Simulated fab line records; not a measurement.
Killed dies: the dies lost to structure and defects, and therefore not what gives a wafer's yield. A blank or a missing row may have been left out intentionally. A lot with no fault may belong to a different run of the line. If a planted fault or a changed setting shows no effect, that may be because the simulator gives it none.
fab line records | flow gf180mcu
record lots=5 | wafers=23
route steps=602 shown M4@458 V4@476 MIM@517 V5@544
startH: the number of hours between the record's first day and the start of the first shown wafer of the lot | waitH: time in hours since the lot's previous step | " as in the row above | L1.1+2: one row covering several wafers at once | - no value, or no start given | * or withheld: withheld | < > ~ a bound
route shown NAME@n: names a module that has steps shown in the file, with the first one's number in the route | usual: the fault-free wafers' mean and standard deviation | same: alike in all rows | chamber/n: place in a boat | sites: the reading at each site | _std_site: standard deviation of those values | _edge_site: mean of outer sites minus mean of inner sites | radiusMm: how far each site lies from the wafer's centre | mask NAME#n: copy n | behind: tool/chamber where the wafer was last shaped | hold: cause of the lot's hold/its duration in hours/its outcome | device: names the non-switching transistor (n, p or np) | end of line: the route-end tests of the same wafers | a step given without rows: its recipe and nothing more | killed: count of dies lost to structure and defects at first sort (not the wafer's yield) | map: per-die view of a wafer (x killed, . not killed, _ where there is no die)
set.NAME: the setting as run; set.NAME@STEP: as run at that earlier step | model.NAME: the simulator's own value behind a step, which no gauge read
lots whose settings were changed on purpose; a table a step, a row a wafer
## steps
# step GF_M4_SPUTTER_02
# recipe material=AlCu | targetThkNm=450 | powerW=10600 | timeS=23.9 | chamberPressurePa=0.4
lot.wafer | tool          | chamber | startH | waitH | set.powerW | model.AlCu_of_M4_SPUTTER_02.thkNm
L074.1    | pvdSputter-01 | -       | 512.38 | 0.0   | 10260      | 427.3
L074.2    | "             | -       | "      | "     | 10600      | 444.8
L074.3    | "             | -       | "      | "     | 10600      | 443.3
L074.4    | "             | -       | "      | "     | 10260      | 428.2
L074.5    | "             | -       | "      | "     | 10600      | 443
L077.1    | pvdSputter-01 | -       | 541.17 | 0.0   | 10600      | 451.9
L077.2    | "             | -       | "      | "     | 10060      | 431.9
L077.4    | "             | -       | "      | "     | 10600      | 454.9
L077.5    | "             | -       | "      | "     | 10060      | 434.1
L077.6    | "             | -       | "      | "     | 10600      | 453.9
L081.1    | pvdSputter-03 | -       | 575.93 | 0.0   | 10600      | 449
L081.2    | "             | -       | "      | "     | 10600      | 453.5
L081.3    | "             | -       | "      | "     | 10600      | 446
L081.5    | "             | -       | "      | "     | 10600      | 445.6
L081.6    | "             | -       | "      | "     | 10600      | 446.5
L082.2    | pvdSputter-03 | -       | 578.60 | 0.0   | 10600      | 456
L082.3    | "             | -       | "      | "     | 10600      | 459.6
L082.5    | "             | -       | "      | "     | 10600      | 456.7
L084.1    | pvdSputter-03 | -       | 603.96 | 0.0   | 11020      | 461.4
L084.2    | "             | -       | "      | "     | 11020      | 469
L084.3    | "             | -       | "      | "     | 11020      | 463.1
L084.4    | "             | -       | "      | "     | 10600      | 450.2
L084.5    | "             | -       | "      | "     | 10600      | 448.9
# step GF_M4_SPUTTER_03
# recipe material=Ti | targetThkNm=10 | substrateTempC=300 | chamberPressurePa=0.3 | powerW=3000 | timeS=6.7
# step GF_M4_SPUTTER_04
# recipe material=TiN | targetThkNm=50 | powerW=6699 | timeS=41.7 | chamberPressurePa=0.4
# step GF_M4_RS_MEAS_05
# recipe thkMeasGauge=four-point-probe | reads=TiN_of_M4_SPUTTER_04+Ti_of_M4_SPUTTER_03+AlCu_of_M4_SPUTTER_02+TiN_of_M4_SPUTTER_01+Ti_of_M4_SPUTTER_00
# usual M4_ALCU_RS=0.0693/0.00075
lot.wafer | tool         | chamber | startH | waitH | set.powerW@M4_SPUTTER_02 | M4_ALCU_RS[ohm/sq]
L074.1    | filmMetro-03 | -       | 512.47 | 0.0   | 10260                    | 0.0733
L074.2    | "            | -       | "      | "     | 10600                    | 0.0702
L074.3    | "            | -       | "      | "     | 10600                    | 0.0706
L074.4    | "            | -       | "      | "     | 10260                    | 0.0731
L074.5    | "            | -       | "      | "     | 10600                    | 0.0705
L077.1    | filmMetro-01 | -       | 541.26 | 0.0   | 10600                    | 0.0692
L077.2    | "            | -       | "      | "     | 10060                    | 0.0725
L077.4    | "            | -       | "      | "     | 10600                    | 0.0688
L077.5    | "            | -       | "      | "     | 10060                    | 0.0721
L077.6    | "            | -       | "      | "     | 10600                    | 0.0690
L081.1    | filmMetro-01 | -       | 576.02 | 0.0   | 10600                    | 0.0697
L081.2    | "            | -       | "      | "     | 10600                    | 0.0689
L081.3    | "            | -       | "      | "     | 10600                    | 0.0702
L081.5    | "            | -       | "      | "     | 10600                    | 0.0702
L081.6    | "            | -       | "      | "     | 10600                    | 0.0701
L082.2    | filmMetro-01 | -       | 578.71 | 0.0   | 10600                    | 0.0686
L082.3    | "            | -       | "      | "     | 10600                    | 0.0679
L082.5    | "            | -       | "      | "     | 10600                    | 0.0684
L084.1    | filmMetro-03 | -       | 604.05 | 0.0   | 11020                    | 0.0677
L084.2    | "            | -       | "      | "     | 11020                    | 0.0666
L084.3    | "            | -       | "      | "     | 11020                    | 0.0674
L084.4    | "            | -       | "      | "     | 10600                    | 0.0695
L084.5    | "            | -       | "      | "     | 10600                    | 0.0695
# step GF_M4_THK_MEAS_06
# recipe thkMeasGauge=xrf | reads=AlCu_of_M4_SPUTTER_02
# usual M4_ALCU_THK=448/6
lot.wafer | tool         | chamber | startH | waitH | set.powerW@M4_SPUTTER_02 | M4_ALCU_THK[nm]
L074.1    | filmMetro-03 | -       | 512.59 | 0.1   | 10260                    | 421
L074.2    | "            | -       | "      | "     | 10600                    | 439
L074.3    | "            | -       | "      | "     | 10600                    | 438
L074.4    | "            | -       | "      | "     | 10260                    | 424
L074.5    | "            | -       | "      | "     | 10600                    | 435
L077.1    | filmMetro-01 | -       | 541.38 | 0.1   | 10600                    | 448
L077.2    | "            | -       | "      | "     | 10060                    | 428
L077.4    | "            | -       | "      | "     | 10600                    | 450
L077.5    | "            | -       | "      | "     | 10060                    | 431
L077.6    | "            | -       | "      | "     | 10600                    | 450
L081.1    | filmMetro-01 | -       | 576.14 | 0.1   | 10600                    | 447
L081.2    | "            | -       | "      | "     | 10600                    | 454
L081.3    | "            | -       | "      | "     | 10600                    | 444
L081.5    | "            | -       | "      | "     | 10600                    | 445
L081.6    | "            | -       | "      | "     | 10600                    | 446
L082.2    | filmMetro-01 | -       | 578.82 | 0.1   | 10600                    | 452
L082.3    | "            | -       | "      | "     | 10600                    | 459
L082.5    | "            | -       | "      | "     | 10600                    | 455
L084.1    | filmMetro-03 | -       | 604.17 | 0.1   | 11020                    | 456
L084.2    | "            | -       | "      | "     | 11020                    | 465
L084.3    | "            | -       | "      | "     | 11020                    | 457
L084.4    | "            | -       | "      | "     | 10600                    | 445
L084.5    | "            | -       | "      | "     | 10600                    | 446
# step GF_M4_SOFTBAKE_10
# recipe tempC=130 | timeS=60 | resist=KrF
lot.wafer  | tool          | chamber | startH | waitH | set.tempC
L074.1+4+5 | lithoTrack-04 | 0       | 523.57 | 0.1   | 127.3
L074.2+3   | "             | 0       | "      | "     | 130
L077.1+2   | lithoTrack-01 | 0       | 551.59 | 0.1   | 131.5
L077.4+5+6 | "             | 0       | "      | "     | 130
L081.1+3+5 | lithoTrack-01 | 0       | 586.99 | 0.1   | 133.2
L081.2+6   | "             | 0       | "      | "     | 130
L082.2+3+5 | lithoTrack-04 | 0       | 589.59 | 0.1   | 130
L084.1+3   | lithoTrack-04 | 0       | 614.57 | 0.1   | 130
L084.2+4+5 | "             | 0       | "      | "     | 126.8
# step GF_M4_EXPOSE_11
# recipe maskId=Metal4 | targetCdNm=280 | na=0.68 | sourceShape=conventional | sigmaOuter=0.6 | doseMj=28
# step GF_M4_PEB_12
# recipe pebTempC=135 | pebTimeS=90 | resist=KrF
# step GF_M4_METAL_ETCH_16
# recipe chemistry=Cl2/BCl3 | maskMaterial=KrF | targetDepthNm=627.5 | stopOn=SiO2 | pressureMtorr=8 | icpW=800 | biasW=140 | Cl2_flow_sccm=80 | bcl3FlowSccm=40 | timeS=104.6
# usual oesProductAu=0.974/0.0066
lot.wafer | tool        | chamber | startH | waitH | set.powerW@M4_SPUTTER_02 | oesProductAu
L074.1    | rieMetal-01 | 0       | 534.97 | 0.0   | 10260                    | 0.948
L074.2    | "           | 1       | "      | "     | 10600                    | 0.963
L074.3    | "           | 1       | "      | "     | 10600                    | 0.966
L074.4    | "           | 0       | "      | "     | 10260                    | 0.938
L074.5    | "           | 1       | "      | "     | 10600                    | 0.970
L077.1    | rieMetal-02 | 1       | 562.95 | 0.0   | 10600                    | 0.972
L077.2    | "           | 1       | "      | "     | 10060                    | 0.950
L077.4    | "           | 1       | "      | "     | 10600                    | 0.983
L077.5    | "           | 1       | "      | "     | 10060                    | 0.947
L077.6    | "           | 1       | "      | "     | 10600                    | 0.975
L081.1    | rieMetal-02 | 1       | 597.80 | 0.0   | 10600                    | 0.974
L081.2    | "           | 0       | "      | "     | 10600                    | 0.972
L081.3    | "           | 1       | "      | "     | 10600                    | 0.970
L081.5    | "           | 0       | "      | "     | 10600                    | 0.980
L081.6    | "           | 1       | "      | "     | 10600                    | 0.966
L082.2    | rieMetal-04 | 1       | 599.72 | 0.0   | 10600                    | 0.973
L082.3    | "           | 1       | "      | "     | 10600                    | 0.973
L082.5    | "           | 0       | "      | "     | 10600                    | 0.975
L084.1    | rieMetal-04 | 1       | 624.89 | 0.0   | 11020                    | 0.984
L084.2    | "           | 0       | "      | "     | 11020                    | 0.997
L084.3    | "           | 0       | "      | "     | 11020                    | 0.992
L084.4    | "           | 1       | "      | "     | 10600                    | 0.968
L084.5    | "           | 1       | "      | "     | 10600                    | 0.972
# step GF_V4_CVD_00
# recipe material=SiO2 | targetThkNm=600 | sigmaOpenFrac=0.3 | tempC=400 | timeS=100 | sih4FlowSccm=60 | pressureMtorr=6
lot.wafer | tool      | chamber | startH | waitH | set.sih4FlowSccm | model.SiO2_of_V4_CVD_00.thkNm
L074.1    | hdpcvd-01 | 0       | 535.65 | 0.0   | 60               | 611.9
L074.2    | "         | 1       | "      | "     | 60               | 605.9
L074.3    | "         | 2       | "      | "     | 60               | 603.2
L074.4    | "         | 1       | "      | "     | 60               | 603.5
L074.5    | "         | 0       | "      | "     | 60               | 599.2
L077.1    | hdpcvd-02 | 0       | 563.71 | 0.0   | 60               | 606.7
L077.2    | "         | 1       | "      | "     | 60               | 604.8
L077.4    | "         | 1       | "      | "     | 68.78            | 691.3
L077.5    | "         | 2       | "      | "     | 68.78            | 686.4
L077.6    | "         | 0       | "      | "     | 60               | 602.3
L081.1    | hdpcvd-02 | 0       | 598.49 | 0.0   | 60               | 602.9
L081.2    | "         | 1       | "      | "     | 60               | 608.4
L081.3    | "         | 2       | "      | "     | 60               | 608.1
L081.5    | "         | 2       | "      | "     | 60               | 609.3
L081.6    | "         | 0       | "      | "     | 60               | 603.3
L082.2    | hdpcvd-02 | 2       | 600.37 | 0.0   | 60               | 611.5
L082.3    | "         | 0       | "      | "     | 60               | 600.8
L082.5    | "         | 1       | "      | "     | 60               | 604.8
L084.1    | hdpcvd-01 | 1       | 625.62 | 0.0   | 60               | 608.1
L084.2    | "         | 2       | "      | "     | 55.28            | 555.8
L084.3    | "         | 0       | "      | "     | 55.28            | 565.2
L084.4    | "         | 1       | "      | "     | 55.28            | 561
L084.5    | "         | 0       | "      | "     | 60               | 617.4
# step GF_V4_THK_MEAS_01
# recipe reads=SiO2_of_V4_CVD_00
# usual V4_CVD_00_THK=603/5.8
lot.wafer | tool         | chamber | startH | waitH | set.sih4FlowSccm@V4_CVD_00 | V4_CVD_00_THK[nm]
L074.1    | filmMetro-01 | -       | 535.72 | 0.0   | 60                         | 612
L074.2    | "            | -       | "      | "     | 60                         | 605
L074.3    | "            | -       | "      | "     | 60                         | 603
L074.4    | "            | -       | "      | "     | 60                         | 604
L074.5    | "            | -       | "      | "     | 60                         | 599
L077.1    | filmMetro-01 | -       | 563.78 | 0.0   | 60                         | 607
L077.2    | "            | -       | "      | "     | 60                         | 605
L077.4    | "            | -       | "      | "     | 68.78                      | 691
L077.5    | "            | -       | "      | "     | 68.78                      | 686
L077.6    | "            | -       | "      | "     | 60                         | 602
L081.1    | filmMetro-03 | -       | 598.56 | 0.0   | 60                         | 603
L081.2    | "            | -       | "      | "     | 60                         | 608
L081.3    | "            | -       | "      | "     | 60                         | 608
L081.5    | "            | -       | "      | "     | 60                         | 609
L081.6    | "            | -       | "      | "     | 60                         | 604
L082.2    | filmMetro-01 | -       | 600.45 | 0.0   | 60                         | 611
L082.3    | "            | -       | "      | "     | 60                         | 600
L082.5    | "            | -       | "      | "     | 60                         | 605
L084.1    | filmMetro-03 | -       | 625.69 | 0.0   | 60                         | 608
L084.2    | "            | -       | "      | "     | 55.28                      | 555
L084.3    | "            | -       | "      | "     | 55.28                      | 565
L084.4    | "            | -       | "      | "     | 55.28                      | 561
L084.5    | "            | -       | "      | "     | 60                         | 617
# step GF_V4_COAT_09
# recipe resist=KrF | spinRpm=withheld | resistThkNm=1000
lot.wafer | tool          | chamber | startH | waitH | set.resistThkNm | model.KrF_of_V4_COAT_09.thkNm
L074.1    | lithoTrack-04 | 0       | -      | -     | 982.3           | 979.5
L074.2    | "             | 0       | "      | "     | 982.3           | 984
L074.3    | "             | 0       | "      | "     | 1000            | 998.9
L074.4    | "             | 0       | "      | "     | 982.3           | 982.8
L074.5    | "             | 0       | "      | "     | 1000            | 1003
L077.1    | lithoTrack-04 | 0       | -      | -     | 1046            | 1041
L077.2    | "             | 0       | "      | "     | 1000            | 993.9
L077.4    | "             | 0       | "      | "     | 1046            | 1039
L077.5    | "             | 0       | "      | "     | 1046            | 1038
L077.6    | "             | 0       | "      | "     | 1000            | 994.7
L081.1    | lithoTrack-04 | 0       | -      | -     | 1000            | 998.5
L081.2+5  | "             | 0       | "      | "     | 959.5           | 958.2
L081.3    | "             | 0       | "      | "     | 1000            | 999.7
L081.6    | "             | 0       | "      | "     | 1000            | 998
L082.2    | lithoTrack-04 | 0       | -      | -     | 1000            | 998.7
L082.3    | "             | 0       | "      | "     | 1000            | 997.6
L082.5    | "             | 0       | "      | "     | 1000            | 999.2
L084.1    | lithoTrack-02 | 0       | -      | -     | 968.8           | 962
L084.2    | "             | 0       | "      | "     | 968.8           | 966.1
L084.3    | "             | 0       | "      | "     | 1000            | 994.6
L084.4    | "             | 0       | "      | "     | 1000            | 993.3
L084.5    | "             | 0       | "      | "     | 968.8           | 963.6
# step GF_V4_SOFTBAKE_10
# recipe tempC=130 | timeS=60 | resist=KrF
# step GF_V4_EXPOSE_11
# recipe maskId=Via4 | targetCdNm=260 | na=0.68 | sourceShape=conventional | sigmaOuter=0.6 | doseMj=38
# step GF_V4_ETCH_16
# recipe chemistry=N2/H2 | targetDepthA=withheld | overetchA=withheld | timeS=withheld | target=BARC | ionEnergyEv=200 | sourceW=500 | biasW=100 | pressureMtorr=30 | n2FlowSccm=100 | h2FlowSccm=200
# step GF_V4_ETCH_17
# recipe chemistry=C4F8/O2/Ar | maskMaterial=KrF | target=SiO2 | stopOn=TiN | sourceW=1500 | biasW=1200 | pressureMtorr=40 | c4f8FlowSccm=withheld | O2_flow_sccm=6 | Ar_flow_sccm=300 | timeS=withheld | targetDepthA=6300
# step GF_V4_STRIP_18
# recipe chemistry=O2/N2 | powerW=1400 | pressureMtorr=1500 | platenTempC=250 | o2FlowSccm=3000 | n2FlowSccm=300 | overashFraction=0.5
# usual oesProductAu=0.590/0.0044
lot.wafer | tool           | chamber | startH | waitH | set.resistThkNm@V4_COAT_09 | oesProductAu
L074.1    | plasmaAsher-03 | 0       | 558.85 | -     | 982.3                      | 0.584
L074.2    | "              | 1       | "      | "     | 982.3                      | 0.583
L074.3    | "              | 1       | "      | "     | 1000                       | 0.590
L074.4    | "              | 0       | "      | "     | 982.3                      | 0.587
L074.5    | "              | 0       | "      | "     | 1000                       | 0.596
L077.1    | plasmaAsher-03 | 0       | 586.05 | -     | 1046                       | 0.607
L077.2    | "              | 1       | "      | "     | 1000                       | 0.582
L077.4    | "              | 0       | "      | "     | 1046                       | 0.601
L077.5    | "              | 1       | "      | "     | 1046                       | 0.610
L077.6    | "              | 0       | "      | "     | 1000                       | 0.587
L081.1    | plasmaAsher-01 | 0       | 620.47 | -     | 1000                       | 0.593
L081.2    | "              | 1       | "      | "     | 959.5                      | 0.569
L081.3    | "              | 1       | "      | "     | 1000                       | 0.583
L081.5    | "              | 1       | "      | "     | 959.5                      | 0.574
L081.6    | "              | 0       | "      | "     | 1000                       | 0.582
L082.2    | plasmaAsher-03 | 1       | 622.15 | -     | 1000                       | 0.587
L082.3    | "              | 1       | "      | "     | 1000                       | 0.593
L082.5    | "              | 1       | "      | "     | 1000                       | 0.588
L084.1    | plasmaAsher-01 | 0       | 647.23 | -     | 968.8                      | 0.566
L084.2    | "              | 1       | "      | "     | 968.8                      | 0.573
L084.3    | "              | 0       | "      | "     | 1000                       | 0.589
L084.4    | "              | 1       | "      | "     | 1000                       | 0.596
L084.5    | "              | 0       | "      | "     | 968.8                      | 0.580
# step GF_V4_SPUTTER_21
# recipe material=Ti | targetThkNm=15 | chamberPressurePa=5 | powerW=2500 | substrateTempC=200 | timeS=80.02
lot.wafer | tool          | chamber | startH | waitH | set.chamberPressurePa | model.Ti_of_V4_SPUTTER_21.thkNm
L074.1    | pvdSputter-03 | -       | 559.39 | 0.0   | 5                     | 14.97
L074.2    | "             | -       | "      | "     | 5                     | 15.28
L074.3    | "             | -       | "      | "     | 5                     | 14.88
L074.4    | "             | -       | "      | "     | 5                     | 15
L074.5    | "             | -       | "      | "     | 5                     | 15.08
L077.1    | pvdSputter-03 | -       | 586.68 | 0.0   | 4.327                 | 17.22
L077.2    | "             | -       | "      | "     | 4.327                 | 17.15
L077.4    | "             | -       | "      | "     | 4.327                 | 17.14
L077.5    | "             | -       | "      | "     | 4.327                 | 17.48
L077.6    | "             | -       | "      | "     | 4.327                 | 17.19
L081.1    | pvdSputter-02 | -       | 621.03 | 0.0   | 4.562                 | 16.19
L081.2    | "             | -       | "      | "     | 4.562                 | 16.11
L081.3    | "             | -       | "      | "     | 4.562                 | 16.24
L081.5    | "             | -       | "      | "     | 4.562                 | 16.22
L081.6    | "             | -       | "      | "     | 4.562                 | 16.12
L082.2    | pvdSputter-03 | -       | 622.69 | 0.0   | 5                     | 15.36
L082.3    | "             | -       | "      | "     | 5                     | 15.39
L082.5    | "             | -       | "      | "     | 5                     | 15.19
L084.1    | pvdSputter-03 | -       | 647.77 | 0.0   | 4.272                 | 17.27
L084.2    | "             | -       | "      | "     | 4.272                 | 17.33
L084.3    | "             | -       | "      | "     | 4.272                 | 17.36
L084.4    | "             | -       | "      | "     | 4.272                 | 17.4
L084.5    | "             | -       | "      | "     | 4.272                 | 17.5
# step GF_MIM_COAT_14
# recipe resist=NOVOLAK | spinRpm=3000 | resistThkNm=1000
lot.wafer | tool          | chamber | startH | waitH | set.spinRpm | model.NOVOLAK_of_MIM_COAT_14.thkNm
L074.1+3  | lithoTrack-01 | 0       | 570.99 | 0.1   | 3000        | 1004
L074.2    | "             | 0       | "      | "     | 3000        | 1006
L074.4    | "             | 0       | "      | "     | 3000        | 1005
L074.5    | "             | 0       | "      | "     | 3000        | 1009
L077.1    | lithoTrack-03 | 0       | 598.23 | 0.1   | 2818        | 1033
L077.2    | "             | 0       | "      | "     | 3000        | 1004
L077.4    | "             | 0       | "      | "     | 3000        | 1005
L077.5    | "             | 0       | "      | "     | 2818        | 1035
L077.6    | "             | 0       | "      | "     | 3000        | 1002
L081.1    | lithoTrack-03 | 0       | 632.78 | 0.1   | 3000        | 1000
L081.2    | "             | 0       | "      | "     | 3000        | 1001
L081.3    | "             | 0       | "      | "     | 3151        | 972.5
L081.5    | "             | 0       | "      | "     | 3151        | 972.9
L081.6    | "             | 0       | "      | "     | 3151        | 972.2
L082.2    | lithoTrack-01 | 0       | 634.01 | 0.1   | 3000        | 1001
L082.3+5  | "             | 0       | "      | "     | 3000        | 1002
L084.1    | lithoTrack-03 | 0       | 658.43 | 0.1   | 3000        | 1002
L084.2    | "             | 0       | "      | "     | 2925        | 1013
L084.3    | "             | 0       | "      | "     | 2925        | 1017
L084.4    | "             | 0       | "      | "     | 3000        | 999.9
L084.5    | "             | 0       | "      | "     | 3000        | 1003
# step GF_MIM_METAL_ETCH_19
# recipe chemistry=Cl2/BCl3 | maskMaterial=NOVOLAK | stopOn=Si3N4 | targetDepthNm=324.5 | pressureMtorr=8 | icpW=800 | biasW=140 | Cl2_flow_sccm=80 | bcl3FlowSccm=40 | timeS=54.1
lot.wafer | tool        | chamber | startH | waitH | set.icpW | set.spinRpm@MIM_COAT_14 | model.NOVOLAK_of_MIM_COAT_14.thkNm
L074.1    | rieMetal-02 | 1       | 581.39 | 0.1   | 800      | 3000                    | 874.6
L074.2    | "           | 0       | "      | "     | 769.7    | 3000                    | 882
L074.3    | "           | 1       | "      | "     | 800      | 3000                    | 873.1
L074.4    | "           | 0       | "      | "     | 769.7    | 3000                    | 879.3
L074.5    | "           | 1       | "      | "     | 769.7    | 3000                    | 881.9
L077.1    | rieMetal-02 | 0       | 609.20 | 0.1   | 762.6    | 2818                    | 907.1
L077.2    | "           | 1       | "      | "     | 762.6    | 3000                    | 879.6
L077.4    | "           | 0       | "      | "     | 800      | 3000                    | 875.2
L077.5    | "           | 0       | "      | "     | 762.6    | 2818                    | 910.9
L077.6    | "           | 1       | "      | "     | 800      | 3000                    | 871.5
L081.1    | rieMetal-02 | 1       | 642.48 | 0.1   | 800      | 3000                    | 867.8
L081.2    | "           | 0       | "      | "     | 800      | 3000                    | 871.2
L081.3    | "           | 1       | "      | "     | 800      | 3151                    | 840
L081.5    | "           | 0       | "      | "     | 800      | 3151                    | 842.2
L081.6    | "           | 1       | "      | "     | 800      | 3151                    | 840.5
L082.2    | rieMetal-01 | 1       | 643.73 | 0.1   | 800      | 3000                    | 869.9
L082.3    | "           | 0       | "      | "     | 800      | 3000                    | 869.8
L082.5    | "           | 0       | "      | "     | 800      | 3000                    | 870
L084.1    | rieMetal-02 | 0       | 667.89 | 0.1   | 800      | 3000                    | 873
L084.2    | "           | 1       | "      | "     | 800      | 2925                    | 882.6
L084.3    | "           | 0       | "      | "     | 800      | 2925                    | 888.4
L084.4    | "           | 1       | "      | "     | 800      | 3000                    | 869.2
L084.5    | "           | 1       | "      | "     | 800      | 3000                    | 872.9
# step GF_MIM_STRIP_20
# recipe chemistry=O2/N2 | powerW=1400 | pressureMtorr=1500 | platenTempC=250 | o2FlowSccm=3000 | n2FlowSccm=300 | overashFraction=0.5
# usual stripTimeToEndpointS=11.23/0.041
lot.wafer | tool           | chamber | startH | waitH | set.spinRpm@MIM_COAT_14 | stripTimeToEndpointS
L074.1    | plasmaAsher-02 | 1       | 581.46 | 0.0   | 3000                    | 11.29
L074.2    | "              | 0       | "      | "     | 3000                    | 11.35
L074.3    | "              | 1       | "      | "     | 3000                    | 11.26
L074.4    | "              | 0       | "      | "     | 3000                    | 11.33
L074.5    | "              | 0       | "      | "     | 3000                    | 11.35
L077.1    | plasmaAsher-04 | 0       | 609.27 | 0.0   | 2818                    | 11.66
L077.2    | "              | 1       | "      | "     | 3000                    | 11.32
L077.4    | "              | 0       | "      | "     | 3000                    | 11.30
L077.5    | "              | 0       | "      | "     | 2818                    | 11.70
L077.6    | "              | 1       | "      | "     | 3000                    | 11.23
L081.1    | plasmaAsher-01 | 0       | 642.55 | 0.0   | 3000                    | 11.18
L081.2    | "              | 1       | "      | "     | 3000                    | 11.25
L081.3    | "              | 0       | "      | "     | 3151                    | 10.89
L081.5    | "              | 1       | "      | "     | 3151                    | 10.90
L081.6    | "              | 0       | "      | "     | 3151                    | 10.88
L082.2    | plasmaAsher-04 | 1       | 643.80 | 0.0   | 3000                    | 11.22
L082.3    | "              | 0       | "      | "     | 3000                    | 11.21
L082.5    | "              | 1       | "      | "     | 3000                    | 11.21
L084.1    | plasmaAsher-02 | 1       | 667.96 | 0.0   | 3000                    | 11.25
L084.2    | "              | 0       | "      | "     | 2925                    | 11.36
L084.3    | "              | 0       | "      | "     | 2925                    | 11.43
L084.4    | "              | 1       | "      | "     | 3000                    | 11.21
L084.5    | "              | 1       | "      | "     | 3000                    | 11.26
# step GF_V5_CMP_04
# recipe material=SiO2 | downForcePsi=4 | platenRpm=60 | padVelocityMS=0.94248
lot.wafer  | tool   | chamber | startH | waitH | set.leaveAboveRefNm
L074.2+4+3 | cmp-02 | 1,2,0   | 603.83 | 0.0   | 888.4
L074.1+5   | "      | 3,1     | "      | "     | 855
L077.2+1+4 | cmp-02 | 0,2,3   | 631.39 | 0.2   | 855
L077.6+5   | "      | 0,1     | "      | "     | 906.4
L081.3+2   | cmp-01 | 0,1     | 664.15 | 0.4   | 855
L081.1+5+6 | "      | 2,0,1   | "      | "     | 894
L082.2+3+5 | cmp-02 | 3,0,0   | 665.05 | 0.2   | 855
L084.2+1+3 | cmp-01 | 1,2,0   | 688.24 | 0.0   | 855
L084.4+5   | "      | 3,1     | "      | "     | 884.9
# step GF_V5_ETCH_16
# recipe chemistry=N2/H2 | targetDepthA=withheld | overetchA=withheld | timeS=withheld | target=BARC | ionEnergyEv=200 | sourceW=500 | biasW=100 | pressureMtorr=30 | n2FlowSccm=100 | h2FlowSccm=200
lot.wafer      | tool       | chamber   | startH | waitH | set.biasW
L074.1+2+3+4+5 | rieDiel-03 | 2,0,1,3,2 | 625.24 | 0.0   | 100
L077.1+5       | rieDiel-02 | 3,2       | 651.32 | 0.0   | 100
L077.2+4+6     | "          | 2,1,3     | "      | "     | 89.71
L081.1+3+5     | rieDiel-03 | 3,2,3     | 683.67 | 0.0   | 100
L081.2+6       | "          | 1,0       | "      | "     | 92.41
L082.2+3+5     | rieDiel-01 | 0,2,0     | 684.24 | 0.0   | 100
L084.1+2       | rieDiel-03 | 3,0       | 706.92 | 0.0   | 88.58
L084.3+4+5     | "          | 2,1,1     | "      | "     | 100
# step GF_V5_ETCH_17
# recipe chemistry=C4F8/O2/Ar | maskMaterial=KrF | target=SiO2 | stopOn=TiN | sourceW=1500 | biasW=1200 | pressureMtorr=40 | c4f8FlowSccm=withheld | O2_flow_sccm=6 | Ar_flow_sccm=300 | timeS=withheld | targetDepthA=8550
# usual oesProductAu=0.861/0.0042
lot.wafer | tool       | chamber | startH | waitH | set.leaveAboveRefNm@V5_CMP_04 | oesProductAu
L074.1    | rieDiel-03 | 2       | -      | -     | 855                           | 0.864
L074.2    | "          | 0       | "      | "     | 888.4                         | 0.882
L074.3    | "          | 1       | "      | "     | 888.4                         | 0.879
L074.4    | "          | 3       | "      | "     | 888.4                         | 0.877
L074.5    | "          | 2       | "      | "     | 855                           | 0.860
L077.1    | rieDiel-02 | 3       | -      | -     | 855                           | 0.864
L077.2    | "          | 2       | "      | "     | 855                           | 0.864
L077.4    | "          | 1       | "      | "     | 855                           | 0.866
L077.5    | "          | 2       | "      | "     | 906.4                         | 0.887
L077.6    | "          | 3       | "      | "     | 906.4                         | 0.892
L081.1    | rieDiel-03 | 3       | -      | -     | 894                           | 0.877
L081.2    | "          | 1       | "      | "     | 855                           | 0.864
L081.3    | "          | 2       | "      | "     | 855                           | 0.858
L081.5    | "          | 3       | "      | "     | 894                           | 0.882
L081.6    | "          | 0       | "      | "     | 894                           | 0.885
L082.2    | rieDiel-01 | 0       | -      | -     | 855                           | 0.857
L082.3    | "          | 2       | "      | "     | 855                           | 0.867
L082.5    | "          | 0       | "      | "     | 855                           | 0.864
L084.1    | rieDiel-03 | 3       | -      | -     | 855                           | 0.858
L084.2    | "          | 0       | "      | "     | 855                           | 0.863
L084.3    | "          | 2       | "      | "     | 855                           | 0.865
L084.4    | "          | 1       | "      | "     | 884.9                         | 0.882
L084.5    | "          | 1       | "      | "     | 884.9                         | 0.878
## key
split step=GF_M4_SPUTTER_02 | setting=powerW | stated=10600 | by=wafer
response step=GF_M4_SPUTTER_02 | reading=model.AlCu_of_M4_SPUTTER_02.thkNm | change=+4.14 | per=1% | r=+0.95
response step=GF_M4_RS_MEAS_05 | reading=M4_ALCU_RS | change=-0.000664 | per=1% | r=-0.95
response step=GF_M4_THK_MEAS_06 | reading=M4_ALCU_THK | change=+3.87 | per=1% | r=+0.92
response step=GF_M4_METAL_ETCH_16 | reading=oesProductAu | change=+0.00581 | per=1% | r=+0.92
split step=GF_M4_SOFTBAKE_10 | setting=tempC | stated=130 | by=wafer
response none clear
split step=GF_V4_CVD_00 | setting=sih4FlowSccm | stated=60 | by=wafer
response step=GF_V4_CVD_00 | reading=model.SiO2_of_V4_CVD_00.thkNm | change=+5.95 | per=1% | r=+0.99
response step=GF_V4_THK_MEAS_01 | reading=V4_CVD_00_THK | change=+5.94 | per=1% | r=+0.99
split step=GF_V4_COAT_09 | setting=resistThkNm | stated=1000 | by=wafer
response step=GF_V4_COAT_09 | reading=model.KrF_of_V4_COAT_09.thkNm | change=+9.91 | per=1% | r=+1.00
response step=GF_V4_STRIP_18 | reading=oesProductAu | change=+0.0046 | per=1% | r=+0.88
split step=GF_V4_SPUTTER_21 | setting=chamberPressurePa | stated=5 | by=lot
response step=GF_V4_SPUTTER_21 | reading=model.Ti_of_V4_SPUTTER_21.thkNm | change=-0.153 | per=1% | r=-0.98
split step=GF_MIM_COAT_14 | setting=spinRpm | stated=3000 | by=wafer
response step=GF_MIM_COAT_14 | reading=model.NOVOLAK_of_MIM_COAT_14.thkNm | change=-5.21 | per=1% | r=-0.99
response step=GF_MIM_METAL_ETCH_19 | reading=model.NOVOLAK_of_MIM_COAT_14.thkNm | change=-5.59 | per=1% | r=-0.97
response step=GF_MIM_STRIP_20 | reading=stripTimeToEndpointS | change=* | per=1% | r=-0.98
split step=GF_MIM_METAL_ETCH_19 | setting=icpW | stated=800 | by=wafer
response none clear
split step=GF_V5_CMP_04 | setting=leaveAboveRefNm | stated=855 | by=wafer
response step=GF_V5_ETCH_17 | reading=oesProductAu | change=+0.00442 | per=1% | r=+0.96
split step=GF_V5_ETCH_16 | setting=biasW | stated=100 | by=wafer
response none clear
